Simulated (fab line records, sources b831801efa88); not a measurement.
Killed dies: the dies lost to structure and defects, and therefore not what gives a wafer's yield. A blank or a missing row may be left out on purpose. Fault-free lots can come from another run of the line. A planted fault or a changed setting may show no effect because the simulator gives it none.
Struck lot and sound lot, side by side + flow sky130 + 14 steps out of a route of 708
Sound: these wafers, L846.1, L846.4, L846.5. Struck: wafers L864.2, L864.4, L864.5. Last of all comes the cause.
Order at every step that has rows: each side's tool, ch and its chambers, its first start. Under that, the readings that differ: sound wafers + struck wafers + difference of the means + sigmas: that difference in standard deviations of wafers without a fault.
alike: readings with means less than 2 such deviations apart, plus words and numbers identical on both sides. not compared: withheld readings, readings lacking a value on some wafer, bounds such as >300 that could conceal the same value, and numbers that have no deviation in the record and whose values overlap.
Wherever a step has rows on one side only, a row that says differs or no value, or a row with sigmas, the two part there. When numbers do not overlap yet have no deviation, they are printed without sigmas and do not part them. A reading missing from all wafers of one side parts the sides only when that side holds two or more wafers.

SKY_VIA3_STRIP_16: strips in O2/N2.
  sound on plasma asher-03 ch 0,1, day 39 08:57; struck on plasma asher-01 ch 0,1, day 44 17:06
  alike: drypump motor current A, oes product au, strip time to endpoint s
  not compared: rf hours counter h
then, 3 steps without rows for these wafers: SKY_VIA3_STRIP_17 (strips in post etch residue remover, time 1200 s); SKY_VIA3_CLEAN_18 (cleans in IPA, time 180 s); SKY_VIA3_CLEAN_19 (cleans in O3/DIW).
SKY_VIA3_SPUTTER_20: material TiN, target thk 20 nm, time 80 s.
  sound on pvd sputter-01, day 39 09:32; struck on pvd sputter-01, day 44 17:41
  alike: cathode dc power W, chamber pressure pa, throttle valve pct
then, 1 step without rows for these wafers: SKY_VIA3_CVD_21 (deposits W, target thk 390 nm, time 117.31 s).
SKY_VIA3_RS_MEAS_22: measurement is done with a four-point probe.
  sound on film metro-03, day 39 09:43; struck on film metro-02, day 44 17:54
  alike: VIA3_W_RS
SKY_VIA3_THK_MEAS_23: measures by xrf.
  sound on film metro-03, day 39 09:50; struck on film metro-02, day 44 18:01
  alike: VIA3_W_THK
then, 2 steps without rows for these wafers: SKY_VIA3_CMP_24 (polishes, stops on SiO2, t overpolish 20 s, target thk 0 nm); SKY_METAL4_SPUTTER_00 (material Ti, target thk 15 nm, time 10 s).
SKY_METAL4_SPUTTER_01: material TiN, target thk 20 nm, time 16.7 s.
  sound on pvd sputter-02, day 39 10:14; struck on pvd sputter-02, day 44 18:23
  alike: cathode dc power W, chamber pressure pa, throttle valve pct
SKY_METAL4_SPUTTER_02: material AlCu, target thk 735 nm, time 39.1 s.
  sound on pvd sputter-02, day 39 10:15; struck on pvd sputter-02, day 44 18:24
  alike: cathode dc power W, chamber pressure pa, throttle valve pct
SKY_METAL4_SPUTTER_03: material Ti, target thk 5 nm, time 3.3 s.
  sound on pvd sputter-02, day 39 10:17; struck on pvd sputter-02, day 44 18:26
  no value came back on the struck wafers for cathode dc power W (W), chamber pressure pa (Pa), throttle valve pct (%), time s (s); on the sound wafers cathode dc power W (W) reads 3000.2 2999.7 2998.8
SKY_METAL4_SPUTTER_04: material TiN, target thk 70 nm, time 58.3 s.
  sound on pvd sputter-02, day 39 10:19; struck on pvd sputter-02, day 44 18:28
  alike: cathode dc power W, chamber pressure pa, throttle valve pct

== WHERE THEY PART ==
Only at SKY_METAL4_SPUTTER_03, as far as this record shows. Later steps at which nothing parts them and some readings are alike: SKY_METAL4_SPUTTER_04.

WHY: what the simulator had put in
Entire step skipped (pvd sputter-02, SKY_METAL4_SPUTTER_03), from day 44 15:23 onward. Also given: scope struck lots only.
